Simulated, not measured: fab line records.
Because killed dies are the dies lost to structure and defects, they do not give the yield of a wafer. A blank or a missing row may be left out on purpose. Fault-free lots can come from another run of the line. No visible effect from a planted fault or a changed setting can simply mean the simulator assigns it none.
Which tool is to blame? | flow gf180mcu | 36 wafers from 12 lots sampled at 7 of the route's 602 steps

## WHAT THE GAUGES READ, wafer by wafer
GF_VT_IMPLANT_OVL_MEAS_07.
lot  | measured     | on         | VT_IMPLANT_OVL (nm)
L889 | day 5 21:25  | overlay-02 | -4.3 -4.0 -3.3
L891 | day 6 08:18  | overlay-02 | 2.3 4.0 2.4
L894 | day 7 01:50  | overlay-01 | 0.6 1.4 1.4
L902 | day 9 03:01  | overlay-01 | - - -
L903 | day 9 10:00  | overlay-01 | - - -
L904 | day 9 17:56  | overlay-01 | 1.5 1.9 2.6
L905 | day 9 22:47  | overlay-02 | 0.3 0.8 1.3
L907 | day 10 13:59 | overlay-02 | -0.2 0.6 0.8
L908 | day 10 17:44 | overlay-02 | -0.3 1.4 0.6
L909 | day 10 23:06 | overlay-01 | -2.8 -2.3 -2.8
L910 | day 11 06:53 | overlay-02 | -1.0 -2.2 -1.4
L911 | day 11 14:20 | overlay-01 | -1.9 -0.8 -1.7

GF_VT_IMPLANT_TW_MEAS_21.
lot  | measured     | on            | VT_IMPLANT_2_TW
L889 | day 6 12:36  | film_metro-01 | 1193 1202 1194
L891 | day 6 23:20  | film_metro-04 | 1217 1214 1213
L894 | day 7 17:43  | film_metro-03 | 1198 1202 1204
L902 | day 9 20:20  | film_metro-03 | 1243 1239 1235
L903 | day 10 04:03 | film_metro-04 | 1257 1248 1248
L904 | day 10 12:22 | film_metro-03 | 1193 1200 1196
L905 | day 10 16:44 | film_metro-01 | 1207 1205 1212
L907 | day 11 08:41 | film_metro-01 | 1208 1205 1209
L908 | day 11 12:32 | film_metro-04 | 1220 1221 1223
L909 | day 11 18:26 | film_metro-03 | 1197 1195 1202
L910 | day 12 01:20 | film_metro-03 | 1198 1200 1204
L911 | day 12 09:56 | film_metro-01 | 1198 1199 1195

GF_VT_IMPLANT_TW_MEAS_32.
lot  | measured     | on            | VT_IMPLANT_3_TW
L889 | day 7 03:39  | film_metro-04 | 269.2 268.7 269.6
L891 | day 7 14:32  | film_metro-04 | 270.3 269.3 268.4
L894 | day 8 10:14  | film_metro-04 | 269.9 270.1 271.0
L902 | day 10 14:27 | film_metro-03 | 570.3 569.0 567.9
L903 | day 10 22:41 | film_metro-04 | 580.0 580.2 581.3
L904 | day 11 07:14 | film_metro-04 | 271.2 270.5 271.1
L905 | day 11 11:17 | film_metro-04 | 270.5 270.3 270.3
L907 | day 12 03:47 | film_metro-03 | 266.9 265.8 267.1
L908 | day 12 07:43 | film_metro-03 | 265.6 264.5 264.6
L909 | day 12 14:09 | film_metro-01 | 265.1 265.6 266.1
L910 | day 12 21:23 | film_metro-03 | 265.5 266.6 265.9
L911 | day 13 06:38 | film_metro-04 | 270.5 269.0 270.7

GF_M3_RS_MEAS_05: a four-point-probe measurement.
lot  | measured     | on            | M3_ALCU_RS (ohm/sq)
L889 | day 20 16:32 | film_metro-04 | 0.0694 0.0690 0.0693
L891 | day 21 12:14 | film_metro-01 | 0.0693 0.0690 0.0697
L894 | day 22 17:37 | film_metro-01 | 0.0710 0.0705 0.0702
L904 | day 26 03:01 | film_metro-04 | 0.0702 0.0704 0.0707
L905 | day 26 05:06 | film_metro-03 | 0.0707 0.0706 0.0700
L907 | day 26 21:20 | film_metro-03 | 0.0693 0.0690 0.0682
L908 | day 27 01:05 | film_metro-03 | 0.0702 0.0691 0.0696
L909 | day 27 10:30 | film_metro-01 | 0.0685 0.0684 0.0684
L910 | day 27 17:11 | film_metro-03 | 0.0687 0.0685 0.0688
L911 | day 28 05:58 | film_metro-01 | 0.0705 0.0701 0.0703

## WHICH TOOL RAN EACH LOT (tool, then ch and the chambers of the sampled wafers, then the start)
lot  | GF_VT_IMPLANT_COAT_02             | GF_V1_ETCH_16                      | GF_M3_SPUTTER_00
L889 | litho_track-02 ch 0, day 5 14:32  | rie_diel-02 ch 0,2, day 18 10:14   | pvd_sputter-02, day 20 16:16
L891 | litho_track-02 ch 0, day 6 00:43  | rie_diel-03 ch 1,2,3, day 19 06:13 | pvd_sputter-04, day 21 11:59
L894 | litho_track-02 ch 0, day 6 17:56  | rie_diel-04 ch 0,1,3, day 20 13:32 | pvd_sputter-04, day 22 17:23
L902 | litho_track-02, day 8 18:20       | -                                  | -
L903 | litho_track-02, day 9 01:05       | -                                  | -
L904 | litho_track-02 ch 0, day 9 09:14  | rie_diel-02 ch 0,2,3, day 24 03:11 | pvd_sputter-02, day 26 02:48
L905 | litho_track-02 ch 0, day 9 13:50  | rie_diel-02 ch 1,2,3, day 24 06:05 | pvd_sputter-02, day 26 04:53
L907 | litho_track-04 ch 0, day 10 04:29 | rie_diel-02 ch 1,2,3, day 24 22:59 | pvd_sputter-03, day 26 21:07
L908 | litho_track-04 ch 0, day 10 08:56 | rie_diel-03 ch 0,2,3, day 25 03:11 | pvd_sputter-02, day 27 00:52
L909 | litho_track-02 ch 0, day 10 13:35 | rie_diel-04 ch 0,2,3, day 25 11:59 | pvd_sputter-04, day 27 10:14
L910 | litho_track-04 ch 0, day 10 21:31 | rie_diel-04 ch 2,3, day 25 19:08   | pvd_sputter-03, day 27 16:56
L911 | litho_track-04 ch 0, day 11 05:02 | rie_diel-04 ch 0,3, day 26 08:05   | pvd_sputter-04, day 28 05:41
- GF_VT_IMPLANT_COAT_02: resist thk 1000 nm.
- GF_V1_ETCH_16: etches BARC in N2/H2.
- GF_M3_SPUTTER_00: material Ti, target thk 37.5 nm, time 150 s.

## WHAT THE TOOLS THEMSELVES READ (means of the sampled wafers that have a number; where no wafer has one, the mark that the record gives instead)
GF_VT_IMPLANT_COAT_02.
lot  | tool           | chill_plate_temp_C (C) | dispense_pressure_kPa (kPa) | spin_speed_rpm (rpm)
L889 | litho_track-02 | 23.02                  | 49.9                        | 3002.3
L891 | litho_track-02 | 22.95                  | 49.8                        | 2997.8
L894 | litho_track-02 | 23.00                  | 49.9                        | 2998.4
L902 | litho_track-02 | -                      | -                           | -
L903 | litho_track-02 | -                      | -                           | -
L904 | litho_track-02 | 23.08                  | 49.9                        | 2997.8
L905 | litho_track-02 | 23.06                  | 49.9                        | 2997.8
L907 | litho_track-04 | 22.96                  | 51.3                        | 2998.5
L908 | litho_track-04 | 23.05                  | 51.3                        | 2999.5
L909 | litho_track-02 | 23.02                  | 49.8                        | 3000.8
L910 | litho_track-04 | 22.92                  | 51.3                        | 3001.0
L911 | litho_track-04 | 22.95                  | 51.3                        | 2997.9

GF_V1_ETCH_16.
lot  | tool        | drypump_motor_current_A (A) | oes_product_au (a.u.) | throttle_valve_pct (%)
L889 | rie_diel-02 | 5.4                         | 0.854                 | 13.220
L891 | rie_diel-03 | 6.3                         | 0.850                 | 13.231
L894 | rie_diel-04 | 5.2                         | 0.857                 | 13.227
L904 | rie_diel-02 | 5.5                         | 0.858                 | 13.237
L905 | rie_diel-02 | 5.4                         | 0.858                 | 13.224
L907 | rie_diel-02 | 5.4                         | 0.855                 | 13.222
L908 | rie_diel-03 | 6.1                         | 0.853                 | 13.231
L909 | rie_diel-04 | 4.9                         | 0.851                 | 13.237
L910 | rie_diel-04 | 4.8                         | 0.851                 | 13.226
L911 | rie_diel-04 | 5.0                         | 0.853                 | 13.231

GF_M3_SPUTTER_00.
lot  | tool           | throttle_valve_pct (%)
L889 | pvd_sputter-02 | 30.2
L891 | pvd_sputter-04 | 30.6
L894 | pvd_sputter-04 | 30.7
L904 | pvd_sputter-02 | 29.8
L905 | pvd_sputter-02 | 29.7
L907 | pvd_sputter-03 | 30.0
L908 | pvd_sputter-02 | 29.6
L909 | pvd_sputter-04 | 31.0
L910 | pvd_sputter-03 | 30.1
L911 | pvd_sputter-04 | 31.0

## THE ANSWER, worked out from the rows above alone
Rule: the lots themselves supply what counts as usual. Put in order of their means at a reading, lots are off if they are a third of the lots or fewer, leave a main group of 4 or more, and stand apart from it by a gap of 3 or more times the standard deviation of the main group's means; of several such gaps the widest counts. Not used: any main group whose means are identical at the precision the tables above print for the reading. A lot without any number at a reading at which 4 lots or more have one is off too. Any other lot the step has rows for is counted as sound. The gauges are gone through in route order, then the tools' own readings, and for those a lot's mean is taken as printed above. At the first step where some lot is off, the reading lying furthest off is the one used; lots without a number count as furthest.
Off: L902, L903, seen at GF_VT_IMPLANT_OVL_MEAS_07 (VT_IMPLANT_OVL). Without a number there: L902, L903. The main group has a mean of -0.2 nm with a standard deviation of 2.
If a tool, at a process step before that reading, ran all the lots that are off and no sound lot after the first of them, it fits. The gauges at GF_VT_IMPLANT_OVL_MEAS_07 aren't tried: what is off there is off at GF_VT_IMPLANT_TW_MEAS_32 too, on other tools, and a gauge's error can't cause that. Not one of the candidates tried fits.

## WHAT THE SIMULATOR HAD PUT IN
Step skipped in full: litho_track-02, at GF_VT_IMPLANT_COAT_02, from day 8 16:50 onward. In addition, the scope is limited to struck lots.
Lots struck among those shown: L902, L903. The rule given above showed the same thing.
